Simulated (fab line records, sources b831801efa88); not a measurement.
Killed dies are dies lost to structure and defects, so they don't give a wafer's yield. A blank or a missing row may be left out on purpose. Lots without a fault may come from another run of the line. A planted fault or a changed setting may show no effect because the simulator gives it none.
fab line records | flow sky130 | part 1 of 2: steps 1 to 27 of 37
record lots=5 wafers=15 last_day=50
route steps=708 shown METAL3@572 VIA3@573 METAL4@598 CAP2M@603
lots that met no fault: from a run of the same line without faults
start_h: hours from the record's first day to the start of the lot's first wafer shown | wait_h: hours since the lot's step before | " the same as in the row above | L1.1+2: a row that stands for several wafers | - no value, or no start given | * or withheld: withheld | < > ~ a bound
route shown NAME@n: a module of which the file shows steps, and the number in the route of the first | usual: mean/standard deviation of fault-free wafers | same: alike in all rows | chamber/n: place in a boat | sites: the reading at each site | _std_site: their standard deviation | _edge_site: outer sites' mean less inner sites' | radius_mm: how far each site lies from the wafer's centre | mask NAME#n: copy n | behind: the tool/chamber that last shaped the wafer | hold: why the lot was held/for how many hours/how that ended | device: the transistor (n, p or np) that didn't switch | end of line: the same wafers' tests at the end of the route | a step without rows: its recipe alone | killed: dies lost to structure and defects at the first sort, not the wafer's yield | map: a wafer's dies, x killed, . not, _ none there
set.NAME: the setting as run; set.NAME@STEP: as run at that earlier step | model.NAME: the simulator's own value behind a step, which no gauge read
lots at some steps of the route; a table a step, a row a wafer
services: from which hour (start_h, from the record's first day; less than 0 if before it) a tool's chamber was out of use, for how many hours, and why
## steps
# step SKY_METAL3_CLEAN_22
# recipe chemistry=O3/DIW dry=n2_spin
# columns lot.wafer tool chamber start_h wait_h
L075.1+3+6 wet_bench-01 1 904.63 0.0
L089.1+5+6 wet_bench-02 1 1020.81 0.0
L090.2+3+6 wet_bench-01 0 1025.11 0.0
L096.3+4+5 wet_bench-02 2 1052.13 0.0
L097.1+2+4 wet_bench-02 2 1059.19 0.0
# step SKY_VIA3_HDPCVD_00
# recipe material=SiO2 target_thk_nm=1635 sigma_open_frac=0.3 time_s=272.5 temp_c=400 sih4_flow_sccm=60 pressure_mtorr=6
# usual pressure_mtorr=6.002/0.012
# columns lot.wafer tool chamber start_h wait_h pressure_mtorr
L075.1 hdpcvd-01 2 904.72 0.0 6.004
L075.3 " 0 " " 6.007
L075.6 " 2 " " 5.994
L089.1 hdpcvd-02 1 1020.91 0.0 6.014
L089.5 " 0 " " 6.005
L089.6 " 1 " " 6.007
L090.2 hdpcvd-01 2 1025.21 0.0 5.994
L090.3 " 0 " " 6.006
L090.6 " 2 " " 5.998
L096.3 hdpcvd-02 0 1052.22 0.0 6.007
L096.4 " 0 " " 6.010
L096.5 " 1 " " 6.005
L097.1 hdpcvd-02 0 1059.28 0.0 5.988
L097.2 " 2 " " 5.979
L097.4 " 0 " " 6.017
# step SKY_VIA3_THK_MEAS_01
# recipe reads=SiO2_of_VIA3_HDPCVD_00
# usual VIA3_HDPCVD_THK=1629/17
# columns lot.wafer tool chamber start_h wait_h VIA3_HDPCVD_THK[nm]
L075.1 film_metro-03 - 904.89 0.1 1625
L075.3 " - " " 1643
L075.6 " - " " 1614
L089.1 film_metro-01 - 1021.07 0.1 1647
L089.5 " - " " 1651
L089.6 " - " " 1647
L090.2 film_metro-03 - 1025.38 0.1 1637
L090.3 " - " " 1630
L090.6 " - " " 1639
L096.3 film_metro-04 - 1052.41 0.1 1644
L096.4 " - " " 1641
L096.5 " - " " 1649
L097.1 film_metro-03 - 1059.45 0.1 1649
L097.2 " - " " 1658
L097.4 " - " " 1647
# step SKY_VIA3_CMP_02
# recipe material=SiO2 down_force_psi=4 platen_rpm=60 pad_velocity_m_s=0.94248
# usual motor_current_A=12.0/1.5
# columns lot.wafer tool chamber start_h wait_h motor_current_A
L075.1 cmp-01 3 905.00 0.1 10.3
L075.3 " 0 " " 14.8
L075.6 " 3 " " 10.9
L089.1 cmp-01 3 1021.28 0.2 10.6
L089.5 " 0 " " 15.1
L089.6 " 1 " " 11.3
L090.2 cmp-02 0 1025.48 0.1 13.2
L090.3 " 2 " " 9.9
L090.6 " 3 " " 12.0
L096.4 cmp-02 0 1052.58 0.2 13.2
L096.3 " 3 " " 11.4
L096.5 " 1 " " 11.6
L097.4 cmp-01 1 1059.51 0.0 11.5
L097.2 " 2 " " 13.0
L097.1 " 3 " " 10.9
# step SKY_VIA3_BOW_MEAS_03
# recipe mode=bow
# usual VIA3_BOW=80/7.9
# columns lot.wafer tool chamber start_h wait_h VIA3_BOW[um]
L075.1 film_metro-03 - 905.25 0.2 71
L075.3 " - " " 73
L075.6 " - " " 91
L089.1 film_metro-04 - 1021.43 0.1 84
L089.5 " - " " 63
L089.6 " - " " 78
L090.2 film_metro-03 - 1025.75 0.2 90
L090.3 " - " " 86
L090.6 " - " " 90
L096.3 film_metro-04 - 1052.92 0.1 76
L096.4 " - " " 66
L096.5 " - " " 76
L097.1 film_metro-04 - 1059.81 0.1 88
L097.2 " - " " 76
L097.4 " - " " 87
# step SKY_VIA3_DEHYDRATE_04
# recipe temp_c=200 time_s=60
# columns lot.wafer tool chamber start_h wait_h
L075.1+3+6 litho_track-02 0 917.45 12.2
L089.1+5+6 litho_track-02 0 1032.00 10.5
L090.2+3+6 litho_track-04 0 1035.88 10.1
L096.3+4+5 litho_track-02 0 1062.45 9.5
L097.1+2+4 litho_track-02 0 1070.10 10.3
# step SKY_VIA3_HMDS_05
# recipe prime_time_s=60 prime_temp_c=120
# columns lot.wafer tool chamber start_h wait_h
L075.1+3+6 litho_track-02 0 917.60 0.1
L089.1+5+6 litho_track-02 0 1032.15 0.1
L090.2+3+6 litho_track-04 0 1036.03 0.1
L096.3+4+5 litho_track-02 0 1062.60 0.1
L097.1+2+4 litho_track-02 0 1070.25 0.1
# step SKY_VIA3_COAT_06
# recipe resist=BARC temp_c=withheld time_s=withheld spin_rpm=3000 resist_thk_nm=60.37
# columns lot.wafer tool chamber start_h wait_h
L075.1+3+6 litho_track-02 0 917.75 0.1
L089.1+5+6 litho_track-02 0 1032.30 0.1
L090.2+3+6 litho_track-04 0 1036.18 0.1
L096.3+4+5 litho_track-02 0 1062.75 0.1
L097.1+2+4 litho_track-02 0 1070.40 0.1
# step SKY_VIA3_COAT_07
# recipe resist=KrF-thick spin_rpm=3000 resist_thk_nm=450
# columns lot.wafer tool chamber start_h wait_h
L075.1+3+6 litho_track-02 0 - -
L089.1+5+6 litho_track-02 0 - -
L090.2+3+6 litho_track-04 0 - -
L096.3+4+5 litho_track-02 0 - -
L097.1+2+4 litho_track-02 0 - -
# step SKY_VIA3_SOFTBAKE_08
# recipe temp_c=100 time_s=90 resist=KrF-thick
# columns lot.wafer tool chamber start_h wait_h
L075.1+3+6 litho_track-02 0 - -
L089.1+5+6 litho_track-02 0 - -
L090.2+3+6 litho_track-04 0 - -
L096.3+4+5 litho_track-02 0 - -
L097.1+2+4 litho_track-02 0 - -
# step SKY_VIA3_EXPOSE_09
# recipe mask_id=VIM3 na=0.8 source_shape=annular sigma_inner=0.55 sigma_outer=0.85 target_cd_nm=200 dose_mj=38
# usual stage_vel_mm_s=500.08/0.24
# columns lot.wafer tool chamber start_h wait_h mask stage_vel_mm_s
L075.1 krf_scanner-02 0 - - VIM3#0 500.05
L075.3 " 0 " " VIM3#0 500.31
L075.6 " 0 " " VIM3#0 499.94
L089.1 krf_scanner-02 0 - - VIM3#0 500.15
L089.5 " 0 " " VIM3#0 500.34
L089.6 " 0 " " VIM3#0 499.72
L090.2 krf_scanner-02 0 - - VIM3#0 500.04
L090.3 " 0 " " VIM3#0 499.87
L090.6 " 0 " " VIM3#0 500.02
L096.3 krf_scanner-02 0 - - VIM3#0 500.11
L096.4 " 0 " " VIM3#0 499.78
L096.5 " 0 " " VIM3#0 499.95
L097.1 krf_scanner-01 0 - - VIM3#0 500.17
L097.2 " 0 " " VIM3#0 500.13
L097.4 " 0 " " VIM3#0 500.24
# step SKY_VIA3_PEB_10
# recipe peb_temp_c=withheld peb_time_s=withheld resist=KrF-thick
# columns lot.wafer tool chamber start_h wait_h
L075.1+3+6 litho_track-03 0 - -
L089.1+5+6 litho_track-02 0 - -
L090.2+3+6 litho_track-02 0 - -
L096.3+4+5 litho_track-02 0 - -
L097.1+2+4 litho_track-02 0 - -
# step SKY_VIA3_DEVELOP_11
# recipe develop_time_s=60 resist=KrF-thick dev_temp_c=21
# columns lot.wafer tool chamber start_h wait_h
L075.1+3+6 litho_track-03 0 - -
L089.1+5+6 litho_track-02 0 - -
L090.2+3+6 litho_track-02 0 - -
L096.3+4+5 litho_track-02 0 - -
L097.1+2+4 litho_track-02 0 - -
# step SKY_VIA3_CD_MEAS_12
# recipe target_cd_nm=200
# usual cd_nm=199.9/1.8
# columns lot.wafer tool chamber start_h wait_h cd_nm
L075.1 cd_sem-01 - 930.44 - 198.3
L075.3 " - " " 199.4
L075.6 " - " " 198.0
L089.1 cd_sem-02 - 1043.55 - 197.8
L089.5 " - " " 196.3
L089.6 " - " " 197.5
L090.2 cd_sem-02 - 1048.32 - 201.1
L090.3 " - " " 201.2
L090.6 " - " " 201.2
L096.3 cd_sem-02 - 1074.39 - 199.9
L096.4 " - " " 201.7
L096.5 " - " " 201.4
L097.1 cd_sem-01 - 1081.15 - 198.6
L097.2 " - " " 198.0
L097.4 " - " " 197.9
# step SKY_VIA3_OVL_MEAS_13
# usual VIA3_OVL=-4/6.4
# columns lot.wafer tool chamber start_h wait_h VIA3_OVL[nm]
L075.1 overlay-01 - 930.56 0.1 -13
L075.3 " - " " -8
L075.6 " - " " -1
L089.1 overlay-01 - 1043.67 0.1 -2
L089.5 " - " " -7
L089.6 " - " " 3
L090.2 overlay-02 - 1048.43 0.1 1
L090.3 " - " " -10
L090.6 " - " " -4
L096.3 overlay-01 - 1074.49 0.1 -11
L096.4 " - " " 2
L096.5 " - " " -11
L097.1 overlay-01 - 1081.27 0.1 -3
L097.2 " - " " -6
L097.4 " - " " -17
# step SKY_VIA3_ETCH_14
# recipe chemistry=N2/H2 target=BARC ion_energy_ev=200 source_w=486 bias_w=100 pressure_mtorr=30 n2_flow_sccm=100 h2_flow_sccm=200 stop_on=SiO2 time_s=45.9 target_depth_a=600
# usual chamber_pressure_mTorr=29.997/0.028 drypump_motor_current_A=5.9/0.42 oes_product_au=0.857/0.0041 throttle_valve_pct=13.225/0.0088
# columns lot.wafer tool chamber start_h wait_h chamber_pressure_mTorr drypump_motor_current_A oes_product_au rf_hours_counter_h throttle_valve_pct
L075.1 rie_diel-01 3 930.59 0.0 29.964 6.4 0.855 13 13.230
L075.3 " 0 " " 29.957 5.5 0.856 15 13.212
L075.6 " 2 " " 29.969 6.3 0.853 - 13.202
L089.1 rie_diel-02 2 1043.71 0.0 30.064 6.3 0.858 9 13.233
L089.5 " 3 " " 30.004 6.4 0.854 - 13.217
L089.6 " 0 " " 30.024 5.5 0.861 - 13.230
L090.2 rie_diel-02 0 1048.46 0.0 29.986 5.4 0.856 23 13.218
L090.3 " 3 " " 29.988 6.4 0.851 28 13.226
L090.6 " 0 " " 30.004 5.4 0.852 - 13.236
L096.3 rie_diel-01 3 1074.51 0.0 29.976 6.3 0.859 18 13.213
L096.4 " 0 " " 30.013 5.5 0.859 21 13.215
L096.5 " 1 " " 29.989 5.7 0.857 - 13.224
L097.1 rie_diel-01 2 1081.31 0.0 29.993 6.3 0.859 23 13.239
L097.2 " 1 " " 30.012 5.7 0.854 23 13.224
L097.4 " 3 " " 29.981 6.3 0.856 18 13.230
# step SKY_VIA3_ETCH_15
# recipe target=SiO2 chemistry=C4F8/O2/Ar target_depth_nm=507 stop_on=TiN mask_material=KrF-thick source_w=1500 bias_w=1200 pressure_mtorr=40 c4f8_flow_sccm=withheld O2_flow_sccm=6 Ar_flow_sccm=300 time_s=78
# usual chamber_pressure_mTorr=39.99/0.04 oes_product_au=0.947/0.0042
# columns lot.wafer tool chamber start_h wait_h chamber_pressure_mTorr oes_product_au rf_hours_counter_h
L075.1 rie_diel-01 3 930.63 0.0 39.98 0.947 13
L075.3 " 0 " " 39.99 0.955 15
L075.6 " 2 " " 40.03 0.944 -
L089.1 rie_diel-02 2 1043.75 0.0 40.07 0.949 9
L089.5 " 3 " " 39.94 0.942 -
L089.6 " 0 " " 40.01 0.952 -
L090.2 rie_diel-02 0 1048.50 0.0 40.03 0.942 24
L090.3 " 3 " " 39.96 0.950 28
L090.6 " 0 " " 39.96 0.951 -
L096.3 rie_diel-01 3 1074.55 0.0 39.96 0.944 18
L096.4 " 0 " " 39.97 0.952 21
L096.5 " 1 " " 39.99 0.948 -
L097.1 rie_diel-01 2 1081.35 0.0 40.04 0.949 23
L097.2 " 1 " " 40.01 0.950 23
L097.4 " 3 " " 39.95 0.946 18
# step SKY_VIA3_STRIP_16
# recipe chemistry=O2/N2 power_w=1400 pressure_mtorr=1500 platen_temp_c=withheld o2_flow_sccm=3000 n2_flow_sccm=300 overash_fraction=0.5
# usual chamber_pressure_mTorr=1499.9/1.3 drypump_motor_current_A=5.5/0.44 oes_product_au=0.403/0.005 strip_time_to_endpoint_s=4.148/0.024
# columns lot.wafer tool chamber start_h wait_h chamber_pressure_mTorr drypump_motor_current_A oes_product_au rf_hours_counter_h strip_time_to_endpoint_s
L075.1 plasma_asher-04 1 930.69 0.0 1499.4 5.8 0.398 109 4.152
L075.3 " 0 " " 1497.5 5.0 0.399 - 4.188
L075.6 " 1 " " 1500.2 5.8 0.404 - 4.159
L089.1 plasma_asher-02 1 1043.81 0.0 1501.6 5.0 0.403 30 4.155
L089.5 " 0 " " 1500.7 5.1 0.409 - 4.158
L089.6 " 1 " " 1497.9 4.9 0.406 - 4.148
L090.2 plasma_asher-03 1 1048.56 0.0 1499.0 5.9 0.397 64 4.141
L090.3 " 0 " " 1501.2 5.7 0.399 - 4.170
L090.6 " 1 " " 1501.0 5.9 0.404 - 4.155
L096.3 plasma_asher-03 1 1074.65 0.1 1500.0 6.0 0.407 - 4.127
L096.4 " 0 " " 1500.3 5.8 0.414 - 4.139
L096.5 " 1 " " 1502.0 6.0 0.405 - 4.093
L097.1 plasma_asher-02 0 1081.41 0.0 1499.8 5.0 0.399 34 4.146
L097.2 " 1 " " 1498.7 5.0 0.400 34 4.093
L097.4 " 1 " " 1498.1 4.9 0.401 - 4.111
# step SKY_VIA3_STRIP_17
# recipe chemistry=post_etch_residue_remover time_s=1200 temp_c=72.5
# usual bath_guard_temp_C=72.5/0.47
# columns lot.wafer tool chamber start_h wait_h bath_guard_temp_C
L075.1 wet_bench-01 3 930.79 0.1 72.6
L075.3 " 3 " " 72.4
L075.6 " 3 " " 72.3
L089.1 wet_bench-01 3 1043.91 0.1 72.3
L089.5 " 3 " " 72.4
L089.6 " 3 " " 72.2
L090.2 wet_bench-03 2 1048.66 0.1 72.4
L090.3 " 2 " " 72.8
L090.6 " 2 " " 72.6
L096.3 wet_bench-01 3 1074.71 0.0 72.7
L096.4 " 3 " " 72.5
L096.5 " 3 " " 72.1
L097.1 wet_bench-01 3 1081.51 0.1 72.6
L097.2 " 3 " " 72.2
L097.4 " 3 " " 72.3
# step SKY_VIA3_CLEAN_18
# recipe chemistry=IPA time_s=180 temp_c=25
# columns lot.wafer tool chamber start_h wait_h
L075.1+3+6 wet_bench-03 2 931.14 0.0
L089.1+5+6 wet_bench-03 1 1044.25 0.0
L090.2+3+6 wet_bench-02 0 1049.00 0.0
L096.3+4+5 wet_bench-01 1 1075.05 0.0
L097.1+2+4 wet_bench-02 2 1081.85 0.0
# step SKY_VIA3_CLEAN_19
# recipe chemistry=O3/DIW dry=n2_spin
# columns lot.wafer tool chamber start_h wait_h
L075.1+3+6 wet_bench-01 1 931.19 0.0
L089.1+5+6 wet_bench-02 0 1044.31 0.0
L090.2+3+6 wet_bench-03 1 1049.06 0.0
L096.3+4+5 wet_bench-01 2 1075.11 0.0
L097.1+2+4 wet_bench-03 2 1081.92 0.0
# step SKY_VIA3_SPUTTER_20
# recipe material=TiN target_thk_nm=20 chamber_pressure_pa=5 power_w=4000 time_s=80
# usual cathode_dc_power_W=4000.1/0.7 throttle_valve_pct=30.3/0.86
# columns lot.wafer tool chamber start_h wait_h cathode_dc_power_W throttle_valve_pct
L075.1 pvd_sputter-03 - 931.29 0.0 3999.9 30.4
L075.3 " - " " 3999.9 29.9
L075.6 " - " " 3999.8 29.7
L089.1 pvd_sputter-03 - 1044.40 0.0 3998.5 30.4
L089.5 " - " " 4000.3 29.8
L089.6 " - " " 4001.4 32.2
L090.2 pvd_sputter-02 - 1049.15 0.0 3999.6 30.2
L090.3 " - " " 4001.3 29.7
L090.6 " - " " 4000.5 30.5
L096.3 pvd_sputter-02 - 1075.20 0.0 3999.9 30.1
L096.4 " - " " 3999.7 29.5
L096.5 " - " " 4000.3 29.8
L097.1 pvd_sputter-03 - 1082.02 0.0 4001.0 30.5
L097.2 " - " " 3999.9 29.5
L097.4 " - " " 3999.3 29.9
# step SKY_VIA3_CVD_21
# recipe material=W target_thk_nm=390 time_s=117.31 temp_c=400 pressure_torr=40
# usual heater_power_w=902/53
# columns lot.wafer tool chamber start_h wait_h heater_power_w
L075.1 cvd_w-02 1 931.35 0.0 814
L075.3 " 0 " " 931
L075.6 " 0 " " 916
L089.1 cvd_w-02 1 1044.46 0.0 816
L089.5 " 1 " " 808
L089.6 " 0 " " 930
L090.2 cvd_w-01 0 1049.21 0.0 961
L090.3 " 0 " " 957
L090.6 " 0 " " 962
L096.3 cvd_w-01 0 1075.31 0.1 943
L096.4 " 1 " " 878
L096.5 " 0 " " 964
L097.1 cvd_w-02 0 1082.08 0.0 949
L097.2 " 1 " " 803
L097.4 " 1 " " 830
# step SKY_VIA3_RS_MEAS_22
# recipe thk_meas_gauge=four-point-probe reads=W_of_VIA3_CVD_21+TiN_of_VIA3_SPUTTER_20
# usual VIA3_W_RS=0.2923/0.0029
# columns lot.wafer tool chamber start_h wait_h VIA3_W_RS[ohm/sq]
L075.1 film_metro-03 - 931.47 0.1 0.2929
L075.3 " - " " 0.2906
L075.6 " - " " 0.2873
L089.1 film_metro-03 - 1044.59 0.1 0.2971
L089.5 " - " " 0.2997
L089.6 " - " " 0.2909
L090.2 film_metro-04 - 1049.36 0.1 0.2871
L090.3 " - " " 0.2862
L090.6 " - " " 0.2906
L096.3 film_metro-01 - 1075.43 0.1 0.2879
L096.4 " - " " 0.2921
L096.5 " - " " 0.2918
L097.1 film_metro-04 - 1082.20 0.1 0.2918
L097.2 " - " " 0.2948
L097.4 " - " " 0.2942
# step SKY_VIA3_THK_MEAS_23
# recipe thk_meas_gauge=xrf reads=W_of_VIA3_CVD_21
# usual VIA3_W_THK=394/5.3
# columns lot.wafer tool chamber start_h wait_h VIA3_W_THK[nm]
L075.1 film_metro-03 - 931.59 0.1 393
L075.3 " - " " 401
L075.6 " - " " 405
L089.1 film_metro-03 - 1044.71 0.1 388
L089.5 " - " " 386
L089.6 " - " " 398
L090.2 film_metro-04 - 1049.47 0.1 398
L090.3 " - " " 399
L090.6 " - " " 391
L096.3 film_metro-01 - 1075.53 0.1 400
L096.4 " - " " 392
L096.5 " - " " 398
L097.1 film_metro-04 - 1082.32 0.1 392
L097.2 " - " " 390
L097.4 " - " " 387
# step SKY_VIA3_CMP_24
# recipe stop_on=SiO2 t_overpolish_s=20 down_force_psi=3.5 platen_rpm=60 target_thk_nm=0 pad_velocity_m_s=0.94248
# usual motor_current_A=11.0/1.5 overpolish_run_s=20.001/0.0093 time_to_endpoint_s=98/4.2
# columns lot.wafer tool chamber start_h wait_h motor_current_A overpolish_run_s time_to_endpoint_s
L075.3 cmp-02 1 931.78 0.2 10.2 20.018 96
L075.1 " 0 " " 12.2 20.027 97
L075.6 " 2 " " 9.1 20.006 94
L089.1 cmp-02 0 1044.82 0.1 11.3 20.016 97
L089.5 " 3 " " 10.9 20.017 89
L089.6 " 0 " " 11.6 19.988 96
L090.3 cmp-02 2 1049.75 0.3 9.2 20.000 95
L090.2 " 3 " " 10.1 20.003 91
L090.6 " 3 " " 10.6 19.996 93
L096.3 cmp-01 0 1075.62 0.1 13.7 20.002 99
L096.4 " 2 " " 11.5 20.000 98
L096.5 " 0 " " 14.2 20.008 104
L097.2 cmp-01 2 1082.38 0.0 11.8 20.011 101
L097.1 " 0 " " 13.8 19.993 108
L097.4 " 1 " " 10.7 20.014 99
# step SKY_METAL4_SPUTTER_00
# recipe material=Ti target_thk_nm=15 power_w=3000 time_s=10 chamber_pressure_pa=0.4
# usual cathode_dc_power_W=3000.0/0.53 throttle_valve_pct=30.0/0.78
# columns lot.wafer tool chamber start_h wait_h cathode_dc_power_W throttle_valve_pct
L075.1 pvd_sputter-02 - 932.08 0.1 2999.0 29.9
L075.3 " - " " 3000.6 30.4
L075.6 " - " " 2999.8 29.9
L089.1 pvd_sputter-03 - 1045.07 0.2 3000.1 31.9
L089.5 " - " " 2999.3 32.1
L089.6 " - " " 2999.8 29.9
L090.2 pvd_sputter-04 - 1050.05 0.2 3000.2 30.5
L090.3 " - " " 3000.7 30.2
L090.6 " - " " 3000.0 28.2
L096.3 pvd_sputter-02 - 1075.87 0.2 3001.0 30.0
L096.4 " - " " 2999.4 29.8
L096.5 " - " " 2999.8 30.1
L097.1 pvd_sputter-02 - 1082.68 0.1 2999.4 30.3
L097.2 " - " " 3000.2 30.1
L097.4 " - " " 3000.4 30.0
